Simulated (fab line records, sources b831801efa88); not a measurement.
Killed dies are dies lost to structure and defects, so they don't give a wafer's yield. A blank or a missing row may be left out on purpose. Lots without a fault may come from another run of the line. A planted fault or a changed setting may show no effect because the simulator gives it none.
fab line records | flow sky130
record lots=5 wafers=14 last_day=50
route steps=708 shown CONTACT@423 METAL1@434 PAD_OPEN@708
lots that met no fault: from a run of the same line without faults
start_h: hours from the record's first day to the start of the lot's first wafer shown | wait_h: hours since the lot's step before | " the same as in the row above | L1.1+2: a row that stands for several wafers | - no value, or no start given | * or withheld: withheld | < > ~ a bound
route shown NAME@n: a module of which the file shows steps, and the number in the route of the first | usual: mean/standard deviation of fault-free wafers | same: alike in all rows | chamber/n: place in a boat | sites: the reading at each site | _std_site: their standard deviation | _edge_site: outer sites' mean less inner sites' | radius_mm: how far each site lies from the wafer's centre | mask NAME#n: copy n | behind: the tool/chamber that last shaped the wafer | hold: why the lot was held/for how many hours/how that ended | device: the transistor (n, p or np) that didn't switch | end of line: the same wafers' tests at the end of the route | a step without rows: its recipe alone | killed: dies lost to structure and defects at the first sort, not the wafer's yield | map: a wafer's dies, x killed, . not, _ none there
set.NAME: the setting as run; set.NAME@STEP: as run at that earlier step | model.NAME: the simulator's own value behind a step, which no gauge read
lots at some steps of the route; a table a step, a row a wafer
services: from which hour (start_h, from the record's first day; less than 0 if before it) a tool's chamber was out of use, for how many hours, and why
## steps
# step SKY_CONTACT_ETCH_17
# recipe target=SiO2 chemistry=C4F8/O2/Ar stop_on=Si3N4 mask_material=KrF-thick source_w=1500 bias_w=1200 pressure_mtorr=40 c4f8_flow_sccm=withheld O2_flow_sccm=6 Ar_flow_sccm=300 time_s=withheld target_depth_a=3400
# step SKY_CONTACT_ETCH_18
# recipe target=Si3N4 chemistry=CHF3/O2 stop_on=TiN source_w=600 bias_w=200 pressure_mtorr=40 chf3_flow_sccm=50 O2_flow_sccm=5 time_s=39 target_depth_a=750
# step SKY_CONTACT_STRIP_19
# recipe chemistry=O2/N2 power_w=1400 pressure_mtorr=1500 platen_temp_c=withheld o2_flow_sccm=3000 n2_flow_sccm=300 overash_fraction=0.5
# usual drypump_motor_current_A=5.5/0.4 oes_product_au=0.381/0.0046 strip_time_to_endpoint_s=3.633/0.023
# columns lot.wafer tool chamber start_h wait_h drypump_motor_current_A oes_product_au rf_hours_counter_h strip_time_to_endpoint_s
L645.1 plasma_asher-01 0 761.13 - 5.9 0.377 2 3.613
L645.3 " 1 " " 5.1 0.384 - 3.625
L645.4 " 0 " " 5.9 0.373 - 3.581
L646.2 plasma_asher-04 0 772.69 - 5.2 0.383 86 3.651
L646.4 " 0 " " 5.2 0.376 - 3.608
L646.6 " 1 " " 6.2 0.383 - 3.668
L647.2 plasma_asher-03 0 773.64 - 5.4 0.383 38 3.664
L647.3 " 1 " " 5.2 0.388 - 3.656
L647.4 " 0 " " 5.4 0.374 - 3.644
L651.2 plasma_asher-01 0 798.96 - 5.9 0.375 5 3.662
L651.5 " 1 " " 5.1 0.387 - 3.653
L651.6 " 0 " " 6.0 0.385 - 3.659
L662.2 plasma_asher-04 1 881.83 - 6.1 0.382 97 3.661
L662.3 " 1 " " 6.1 0.379 - 3.659
# step SKY_CONTACT_STRIP_20
# recipe chemistry=post_etch_residue_remover time_s=1200 temp_c=72.5
# step SKY_CONTACT_CLEAN_21
# recipe chemistry=IPA time_s=180 temp_c=25
# step SKY_CONTACT_CLEAN_22
# recipe chemistry=O3/DIW dry=n2_spin
# step SKY_CONTACT_SPUTTER_23
# recipe material=TiN target_thk_nm=20 chamber_pressure_pa=5 power_w=4000 time_s=80
# usual cathode_dc_power_W=3999.9/0.71 throttle_valve_pct=29.8/1.5
# columns lot.wafer tool chamber start_h wait_h cathode_dc_power_W throttle_valve_pct
L645.1 pvd_sputter-03 - 761.81 0.0 4000.1 28.3
L645.3 " - " " 3999.9 29.6
L645.4 " - " " 3999.7 29.7
L646.2 pvd_sputter-03 - 773.28 0.0 3999.9 28.3
L646.4 " - " " 4000.5 29.3
L646.6 " - " " 3999.7 31.6
L647.2 pvd_sputter-02 - 774.23 0.0 3999.3 27.2
L647.3 " - " " 3999.6 28.9
L647.4 " - " " 3999.4 28.8
L651.2 pvd_sputter-02 - 799.55 0.0 3999.4 32.8
L651.5 " - " " 4000.4 28.9
L651.6 " - " " 4000.2 27.1
L662.2 pvd_sputter-04 - 882.45 0.0 3999.7 28.5
L662.3 " - " " 4000.4 30.8
# step SKY_CONTACT_CVD_24
# recipe material=W target_thk_nm=340 time_s=102.12 temp_c=400 pressure_torr=40
# usual heater_power_outer_w=577/76 heater_power_w=905/95
# columns lot.wafer tool chamber start_h wait_h heater_power_outer_w heater_power_w
L645.1 cvd_w-01 0 761.87 0.0 511 809
L645.3 " 0 " " 507 826
L645.4 " 1 " " 559 865
L646.2 cvd_w-02 0 773.35 0.0 527 834
L646.4 " 0 " " 533 807
L646.6 " 1 " " 704 1055
L647.2 cvd_w-02 1 774.30 0.0 696 1021
L647.3 " 0 " " 526 834
L647.4 " 1 " " 704 1026
L651.2 cvd_w-02 1 799.61 0.0 690 1069
L651.5 " 0 " " 533 855
L651.6 " 1 " " 697 1004
L662.2 cvd_w-01 0 882.51 0.0 517 845
L662.3 " 0 " " 516 825
# step SKY_CONTACT_RS_MEAS_25
# recipe thk_meas_gauge=four-point-probe reads=W_of_CONTACT_CVD_24+TiN_of_CONTACT_SPUTTER_23
# usual CONTACT_W_RS=0.338/0.0036
# columns lot.wafer tool chamber start_h wait_h CONTACT_W_RS[ohm/sq]
L645.1 film_metro-04 - 761.98 0.1 0.334
L645.3 " - " " 0.331
L645.4 " - " " 0.338
L646.2 film_metro-04 - 773.48 0.1 0.338
L646.4 " - " " 0.337
L646.6 " - " " 0.339
L647.2 film_metro-02 - 774.43 0.1 0.334
L647.3 " - " " 0.338
L647.4 " - " " 0.342
L651.2 film_metro-02 - 799.74 0.1 0.341
L651.5 " - " " 0.340
L651.6 " - " " 0.343
L662.2 film_metro-02 - 882.64 0.1 0.336
L662.3 " - " " 0.334
# step SKY_CONTACT_THK_MEAS_26
# recipe thk_meas_gauge=xrf reads=W_of_CONTACT_CVD_24
# usual CONTACT_W_THK=358/4.9
# columns lot.wafer tool chamber start_h wait_h CONTACT_W_THK[nm]
L645.1 film_metro-04 - 762.10 0.1 357
L645.3 " - " " 363
L645.4 " - " " 353
L646.2 film_metro-04 - 773.59 0.1 358
L646.4 " - " " 358
L646.6 " - " " 358
L647.2 film_metro-02 - 774.54 0.1 357
L647.3 " - " " 355
L647.4 " - " " 350
L651.2 film_metro-02 - 799.85 0.1 350
L651.5 " - " " 354
L651.6 " - " " 351
L662.2 film_metro-02 - 882.75 0.1 358
L662.3 " - " " 361
# step SKY_CONTACT_CMP_27
# recipe stop_on=SiO2 t_overpolish_s=15 down_force_psi=3.5 platen_rpm=60 target_thk_nm=0 pad_velocity_m_s=0.94248
# usual motor_current_A=11.1/1.2 overpolish_run_s=15.001/0.0097 time_to_endpoint_s=82.0/2.9
# columns lot.wafer tool chamber start_h wait_h motor_current_A overpolish_run_s time_to_endpoint_s
L645.4 cmp-01 0 762.16 0.0 9.7 15.007 82.2
L645.3 " 1 " " 10.4 15.006 82.9
L645.1 " 2 " " 12.3 15.013 79.3
L646.4 cmp-01 3 773.74 0.1 10.5 15.011 78.9
L646.2 " 0 " " 9.5 15.013 84.6
L646.6 " 2 " " 11.4 15.005 81.8
L647.2 cmp-01 1 774.59 0.0 10.9 15.012 80.3
L647.3 " 2 " " 12.4 15.022 77.8
L647.4 " 0 " " 10.0 14.991 78.4
L651.2 cmp-01 2 800.05 0.2 12.3 14.986 80.4
L651.5 " 3 " " 10.7 15.003 83.0
L651.6 " 0 " " 9.8 15.013 83.1
L662.3 cmp-01 1 882.85 0.1 10.6 14.989 81.8
L662.2 " 3 " " 10.6 15.015 81.8
# step SKY_METAL1_SPUTTER_00
# recipe material=Ti target_thk_nm=15 power_w=3000 time_s=10 chamber_pressure_pa=0.4
# step SKY_METAL1_SPUTTER_01
# recipe material=TiN target_thk_nm=20 power_w=6500 time_s=16.7 chamber_pressure_pa=0.4
# usual cathode_dc_power_W=6499.9/1.2 throttle_valve_pct=30.0/1.1
# columns lot.wafer tool chamber start_h wait_h cathode_dc_power_W throttle_valve_pct model.TiN_of_METAL1_SPUTTER_01.thk_nm
L645.1 pvd_sputter-01 - 762.48 0.0 6500.2 30.8 19.9
L645.3 " - " " 6501.3 28.2 20.08
L645.4 " - " " 6499.9 30.7 20.18
L646.2 pvd_sputter-04 - 773.96 0.0 6499.1 30.6 20.44
L646.4 " - " " 6499.7 30.7 20.41
L646.6 " - " " 6501.0 30.5 20.35
L647.2 pvd_sputter-03 - 774.91 0.0 6498.6 31.7 20.19
L647.3 " - " " 6502.7 28.2 19.86
L647.4 " - " " 6498.1 29.7 20.11
L651.2 pvd_sputter-04 - 800.22 0.0 6499.2 31.3 19.9
L651.5 " - " " 6498.5 31.1 19.94
L651.6 " - " " 6499.7 28.7 20.14
L662.2 pvd_sputter-01 - 883.12 0.0 6497.3 29.7 31.98
L662.3 " - " " 6499.5 30.6 20.1
# step SKY_METAL1_SPUTTER_02
# recipe material=AlCu target_thk_nm=250 power_w=10600 time_s=13.3 chamber_pressure_pa=0.4
# usual cathode_dc_power_W=10600/2.1 throttle_valve_pct=30.0/1.1
# columns lot.wafer tool chamber start_h wait_h cathode_dc_power_W throttle_valve_pct
L645.1 pvd_sputter-01 - 762.51 0.0 10599 30.8
L645.3 " - " " 10603 28.3
L645.4 " - " " 10601 30.4
L646.2 pvd_sputter-04 - 773.98 0.0 10602 30.6
L646.4 " - " " 10598 30.8
L646.6 " - " " 10601 30.6
L647.2 pvd_sputter-03 - 774.93 0.0 10600 31.2
L647.3 " - " " 10598 28.4
L647.4 " - " " 10603 29.6
L651.2 pvd_sputter-04 - 800.25 0.0 10603 31.4
L651.5 " - " " 10596 30.4
L651.6 " - " " 10601 28.8
L662.2 pvd_sputter-01 - 883.15 0.0 10600 29.9
L662.3 " - " " 10603 30.7
# step SKY_METAL1_SPUTTER_03
# recipe material=Ti target_thk_nm=5 power_w=3000 time_s=3.3 chamber_pressure_pa=0.4
# step SKY_METAL1_SPUTTER_04
# recipe material=TiN target_thk_nm=70 power_w=6500 time_s=58.3 chamber_pressure_pa=0.4
# step SKY_METAL1_RS_MEAS_05
# recipe thk_meas_gauge=four-point-probe reads=TiN_of_METAL1_SPUTTER_04+Ti_of_METAL1_SPUTTER_03+AlCu_of_METAL1_SPUTTER_02+TiN_of_METAL1_SPUTTER_01+Ti_of_METAL1_SPUTTER_00
# usual METAL1_ALCU_RS=0.1259/0.0012
# columns lot.wafer tool chamber start_h wait_h hold METAL1_ALCU_RS[ohm/sq]
L645.1 film_metro-04 - 762.60 0.0 - 0.1255
L645.3 " - " " - 0.1262
L645.4 " - " " - 0.1268
L646.2 film_metro-01 - 774.10 0.0 - 0.1250
L646.4 " - " " - 0.1266
L646.6 " - " " - 0.1250
L647.2 film_metro-02 - 775.05 0.0 - 0.1253
L647.3 " - " " - 0.1247
L647.4 " - " " - 0.1248
L651.2 film_metro-04 - 800.36 0.0 - 0.1259
L651.5 " - " " - 0.1270
L651.6 " - " " - 0.1266
L662.2 film_metro-01 - 883.26 0.0 await_dispo/0.2h/release 0.1258
L662.3 " - " " await_dispo/0.2h/release 0.1258
L662.2 film_metro-01 - 883.55 0.3 - 0.1261
L662.3 " - " " - 0.1256
# step SKY_METAL1_THK_MEAS_06
# recipe thk_meas_gauge=xrf reads=AlCu_of_METAL1_SPUTTER_02
# usual METAL1_ALCU_THK=252.0/2.9
# columns lot.wafer tool chamber start_h wait_h hold METAL1_ALCU_THK[nm]
L645.1 film_metro-04 - 762.72 0.1 - 252.4
L645.3 " - " " - 252.9
L645.4 " - " " - 250.0
L646.2 film_metro-01 - 774.21 0.1 - 253.6
L646.4 " - " " - 251.9
L646.6 " - " " - 253.5
L647.2 film_metro-02 - 775.16 0.1 - 253.7
L647.3 " - " " - 255.4
L647.4 " - " " - 255.1
L651.2 film_metro-04 - 800.47 0.1 - 249.0
L651.5 " - " " - 248.2
L651.6 " - " " - 248.6
L662.2 film_metro-01 - 888.37 4.8 await_dispo/4.7h/release 253.9
L662.3 " - " " await_dispo/4.7h/release 252.6
# step SKY_PAD_OPEN_PROBE_99
# usual defect_limited_yield=82.3/1.8 killed_at_M0_to_M3=43/6.9 killed_at_M4_up=3.2/1.6 killed_at_contacts=25/5.1 killed_at_front_end=16/4.5 killed_at_other=0.3/0.68 killed_dies=87/8.9 killed_open=48/6.9 killed_short=39/6.3 sort_bin_3_pad_short=0.8/0.4 sort_bin_5_function=10.5/1.4 sort_bin_6_memory=6.4/1.1 sort_n_pass=405/8.9 sort_yield_pct=82.3/1.8
# same gross_dies=492 killed_at_back_side=0 sort_bin_4_leakage[%]=0 sort_bin_8_speed[%]=0
# columns lot.wafer tool chamber start_h wait_h defect_limited_yield[%] killed_at_M0_to_M3 killed_at_M4_up killed_at_contacts killed_at_front_end killed_at_other killed_dies killed_open killed_short sort_bin_3_pad_short[%] sort_bin_5_function[%] sort_bin_6_memory[%] sort_n_pass sort_yield_pct[%]
L662.2 prober-01 - 1190.94 0.1 81.7 43 3 20 24 0 90 41 47 2.0 9.6 6.7 402 81.7
L662.3 prober-01 - 1190.99 0.2 81.5 48 4 27 11 1 91 45 46 0.6 13.0 4.9 401 81.5
# killed by level:class
L662.2 VIA1:geometric_particle:short=8 VIA1:geometric_particle:open=8 METAL1:geometric_particle:short=7 FIELD_ISO:geometric_particle:open=6 CONTACT:geometric_particle:short=6 VIA3:geometric_particle:open=6 FIELD_ISO:geometric_particle:short=5 LI_CONTACT:geometric_particle:open=5
L662.3 CONTACT:geometric_particle:open=8 VIA1:geometric_particle:open=8 LI_CONTACT:geometric_particle:open=7 VIA3:geometric_particle:short=5 CONTACT:geometric_particle:short=5 VIA2:geometric_particle:short=5 METAL1:geometric_particle:short=5 VIA1:geometric_particle:short=5
## services
# columns tool chamber start_h hours kind
cvd_w-02 - 738.13 2.8 pm
plasma_asher-01 0 742.75 - clean
plasma_asher-01 1 742.75 - clean
plasma_asher-03 - 755.00 2.8 pm
plasma_asher-04 - 764.55 1.2 repair
plasma_asher-03 - 791.15 0.8 repair
cmp-01 - 813.45 2.8 repair
pvd_sputter-04 - 867.48 2.8 repair
plasma_asher-01 - 881.08 1.8 repair
## key
first_sign step=SKY_METAL1_RS_MEAS_05 reading=visit direction=added
effect none on later readings
model_effect step=SKY_METAL1_SPUTTER_01 value=TiN_of_METAL1_SPUTTER_01.thk_nm without=20.25 struck=31.98
met_at SKY_METAL1_SPUTTER_01
struck_wafers L662.2
onset_between 762.48 883.12
fault kind=process_parameter_drift tool=pvd_sputter-01 chamber=- onset_h=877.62 steps=SKY_METAL1_SPUTTER_01 channel=target_thk_nm offset=11.729 shape=step end_h=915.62 scope=struck_wafers_only acts_in=these_recipes_only stated=20
